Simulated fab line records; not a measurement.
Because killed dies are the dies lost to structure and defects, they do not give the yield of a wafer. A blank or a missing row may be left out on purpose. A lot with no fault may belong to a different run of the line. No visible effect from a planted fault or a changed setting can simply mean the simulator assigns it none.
The tool behind it: which one? :: flow gf180mcu :: Sampling: 11 lots, 32 wafers, 4 of 602 route steps

WHAT THE GAUGES READ, wafer by wafer
GF_V4_BOW_MEAS_05.
lot: L550
measured: day 23 07:26
on: film-metro-03
V4_BOW (um): 139 136 126

lot: L551
measured: day 23 17:41
on: film-metro-03
V4_BOW (um): 129 123 135

lot: L553
measured: day 24 08:10
on: film-metro-03
V4_BOW (um): 144 131 135

lot: L554
measured: day 24 18:33
on: film-metro-04
V4_BOW (um): 137 147 135

lot: L556
measured: day 25 14:03
on: film-metro-02
V4_BOW (um): 132 138 130

lot: L559
measured: day 26 15:30
on: film-metro-03
V4_BOW (um): 129 128 114

lot: L560
measured: day 26 22:46
on: film-metro-04
V4_BOW (um): 137 132 131

lot: L562
measured: day 27 09:13
on: film-metro-02
V4_BOW (um): 144 132 - -

lot: L570
measured: day 30 01:46
on: film-metro-04
V4_BOW (um): 136 124 138

lot: L572
measured: day 30 06:01
on: film-metro-02
V4_BOW (um): 130 141 127

lot: L573
measured: day 30 16:44
on: film-metro-03
V4_BOW (um): 139 129 139

EACH LOT AND THE TOOL THAT RAN IT (in order: tool; ch and the chambers of the sampled wafers; start)
lot: L550
GF_M4_SPUTTER_02: pvd-sputter-03, day 22 05:55
GF_M4_METAL_ETCH_16: rie-metal-02 ch 0, day 23 04:46
GF_V4_CMP_04: cmp-01 ch 0,1, day 23 07:07

lot: L551
GF_M4_SPUTTER_02: pvd-sputter-01, day 22 16:42
GF_M4_METAL_ETCH_16: rie-metal-04 ch 0,1, day 23 16:28
GF_V4_CMP_04: cmp-01 ch 0,1,3, day 23 17:27

lot: L553
GF_M4_SPUTTER_02: pvd-sputter-01, day 23 08:27
GF_M4_METAL_ETCH_16: rie-metal-02 ch 0, day 24 06:46
GF_V4_CMP_04: cmp-02 ch 0,1,3, day 24 07:58

lot: L554
GF_M4_SPUTTER_02: pvd-sputter-03, day 23 19:32
GF_M4_METAL_ETCH_16: rie-metal-02 ch 0,1, day 24 17:19
GF_V4_CMP_04: cmp-02 ch 1,2,3, day 24 18:18

lot: L556
GF_M4_SPUTTER_02: pvd-sputter-04, day 24 14:52
GF_M4_METAL_ETCH_16: rie-metal-01 ch 0,1, day 25 12:49
GF_V4_CMP_04: cmp-02 ch 0,1,2, day 25 13:51

lot: L559
GF_M4_SPUTTER_02: pvd-sputter-04, day 25 17:09
GF_M4_METAL_ETCH_16: rie-metal-02 ch 0,1, day 26 14:16
GF_V4_CMP_04: cmp-01 ch 1,3, day 26 15:12

lot: L560
GF_M4_SPUTTER_02: pvd-sputter-03, day 26 00:20
GF_M4_METAL_ETCH_16: rie-metal-02 ch 0,1, day 26 21:29
GF_V4_CMP_04: cmp-01 ch 1,2,3, day 26 22:26

lot: L562
GF_M4_SPUTTER_02: pvd-sputter-01, day 26 11:16
GF_M4_METAL_ETCH_16: rie-metal-04 ch 0,1, day 27 07:58
GF_V4_CMP_04: cmp-01 ch 2,3, day 27 08:55

lot: L570
GF_M4_SPUTTER_02: pvd-sputter-03, day 29 05:08
GF_M4_METAL_ETCH_16: rie-metal-04 ch 0, day 30 00:28
GF_V4_CMP_04: cmp-02 ch 0,2, day 30 01:27

lot: L572
GF_M4_SPUTTER_02: pvd-sputter-01, day 29 10:23
GF_M4_METAL_ETCH_16: rie-metal-01 ch 0,1, day 30 04:46
GF_V4_CMP_04: cmp-02 ch 1,3, day 30 05:46

lot: L573
GF_M4_SPUTTER_02: pvd-sputter-03, day 29 20:59
GF_M4_METAL_ETCH_16: rie-metal-04 ch 1, day 30 15:28
GF_V4_CMP_04: cmp-02 ch 1,2,3, day 30 16:28
- GF_M4_SPUTTER_02: material AlCu, target thk 450 nm, time 23.9 s.
- GF_M4_METAL_ETCH_16: etches the open film in Cl2/BCl3, stops on SiO2, target depth 750.8 nm, time 125.1 s.
- GF_V4_CMP_04: polishes SiO2.

THE ANSWER, worked out from the rows above alone
Rule: the usual values come from the lots themselves. The widest of any qualifying gaps counts: lots, ordered by their means at a reading, are off when they make up no more than a third of the lots, leave a main group of 4 or more, and stand apart from it by 3 or more times the standard deviation of that group's means. A main group is skipped when, at the precision printed for the reading in the tables above, its means are all equal. Also off: a lot with no number at a reading for which 4 or more lots have one. All remaining lots with rows at the step are treated as sound.
Across all readings shown, no lot is off: no conclusion can be drawn from this.

WHAT THE SIMULATOR PUT IN
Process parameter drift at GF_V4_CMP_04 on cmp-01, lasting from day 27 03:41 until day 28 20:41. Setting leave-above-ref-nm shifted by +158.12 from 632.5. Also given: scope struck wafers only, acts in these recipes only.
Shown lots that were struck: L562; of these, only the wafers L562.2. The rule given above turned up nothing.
